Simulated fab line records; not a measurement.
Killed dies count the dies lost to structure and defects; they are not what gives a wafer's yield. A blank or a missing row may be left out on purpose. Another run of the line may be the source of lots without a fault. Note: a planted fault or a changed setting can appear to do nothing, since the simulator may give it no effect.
Struck lot and sound lot, side by side | flow sky130 | 19 out of 708 route steps
Sound: the wafers L995.4, L995.5, L995.6. Wafers struck: L102.1, L102.2, L102.3. The cause is given at the end.
Order at every step that has rows: each side's tool, ch and its chambers, its first start. Under that, the readings that differ: sound wafers | struck wafers | difference of the means | sigmas: that difference in standard deviations of wafers without a fault.
alike: readings whose means differ by less than 2 such deviations, and words and numbers that are the same on both sides. not compared: withheld readings, readings that some wafer has no value for, bounds like >300 that may hide the same value, and numbers for which the record gives no deviation and whose values overlap.
Wherever a step has rows on one side only, a row that says differs or no value, or a row with sigmas, the two part there. Numbers that don't overlap but have no deviation are shown without sigmas and don't part them. Lack of a reading on every wafer of one side parts them only where that side has two or more wafers.

first, 5 steps without rows for these wafers: SKY_SD_P_COAT_02 (resist thk 1140 nm); SKY_SD_P_SOFTBAKE_03 (time 60 s); SKY_SD_P_EXPOSE_04 (exposes mask PSDM, target cd 380 nm); SKY_SD_P_PEB_05; SKY_SD_P_DEVELOP_06 (develop time 60 s).
SKY_SD_P_CD_MEAS_07: the cd target is 380 nm.
  struck on cdSem-01, day 28 21:13; sound on cdSem-02, day 26 21:10
  alike: cdNm
SKY_SD_P_OVL_MEAS_08:
  struck on overlay-01, day 28 21:20; sound on overlay-02, day 26 21:15
  alike: SD_P_OVL
after that, 1 step had no rows for these wafers: SKY_SD_P_IMPLANT_09.
SKY_SD_P_STRIP_10: strips in O2/N2.
  sound on plasmaAsher-02 ch 0,1, day 26 21:27; struck on plasmaAsher-02 ch 0,1, day 28 21:31
  alike: drypumpMotorCurrentA, oesProductAu, stripTimeToEndpointS
  not compared: rfHoursCounterH
SKY_SD_P_TW_MEAS_11:
  struck on filmMetro-02, day 28 21:37; sound on filmMetro-02, day 26 21:32
  alike: SD_P_TW
then, 2 steps without rows for these wafers: SKY_RES_XHIGH_DEHYDRATE_00 (time 60 s); SKY_RES_XHIGH_HMDS_01 (prime time 60 s).
SKY_RES_XHIGH_COAT_02: resist thk 1140 nm.
  sound on lithoTrack-04 ch 0, day 27 11:20; struck on lithoTrack-04 ch 0, day 29 08:43
reading                                       | sound                | struck               | difference | sigmas
spinSpeedRpm (rpm)                            | 3000.7 2995.8 3000.5 | 3073.8 3068.3 3069.1 | +71.4      | +30
model.NOVOLAK_of_RES_XHIGH_COAT_02.thkNm (nm) | 1143 1143 1145       | 1132 1131 1130       | -13        | 
then, 3 steps without rows for these wafers: SKY_RES_XHIGH_SOFTBAKE_03 (time 60 s); SKY_RES_XHIGH_EXPOSE_04 (exposes mask URPM, target cd 1270 nm); SKY_RES_XHIGH_PEB_05.
SKY_RES_XHIGH_DEVELOP_06: develop time 60 s.
  sound on lithoTrack-03 ch 0, day 28 01:58; struck on lithoTrack-03 ch 0, day 30 00:08
reading                                       | sound          | struck         | difference | sigmas
model.NOVOLAK_of_RES_XHIGH_COAT_02.thkNm (nm) | 1143 1142 1144 | 1132 1130 1130 | -12        | 
after that, 1 step had no rows for these wafers: SKY_RES_XHIGH_IMPLANT_07.
-- a jump in the record: the struck wafers' starts before and after are 18 days apart (it breaks off in module RES_XHIGH and resumes in module PAD_OPEN, where the first step shown is number 708 of the route) --
SKY_PAD_OPEN_PROBE_99:
  struck on prober-02, day 48 11:47; sound on prober-02, day 46 20:43
  alike: killed_at_M0_to_M3, killed_at_M4_up, killedAtContacts, killedAtFrontEnd, killedAtOther, killedDies, killedOpen, killedShort

## WHERE THEY PART
Only at SKY_RES_XHIGH_COAT_02, within this record. Later steps at which nothing parts them and some readings are alike: SKY_PAD_OPEN_PROBE_99.

WHY: what had been put in by the simulator
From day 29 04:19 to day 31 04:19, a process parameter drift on lithoTrack-04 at SKY_RES_XHIGH_COAT_02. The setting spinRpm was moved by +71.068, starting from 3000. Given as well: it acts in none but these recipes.
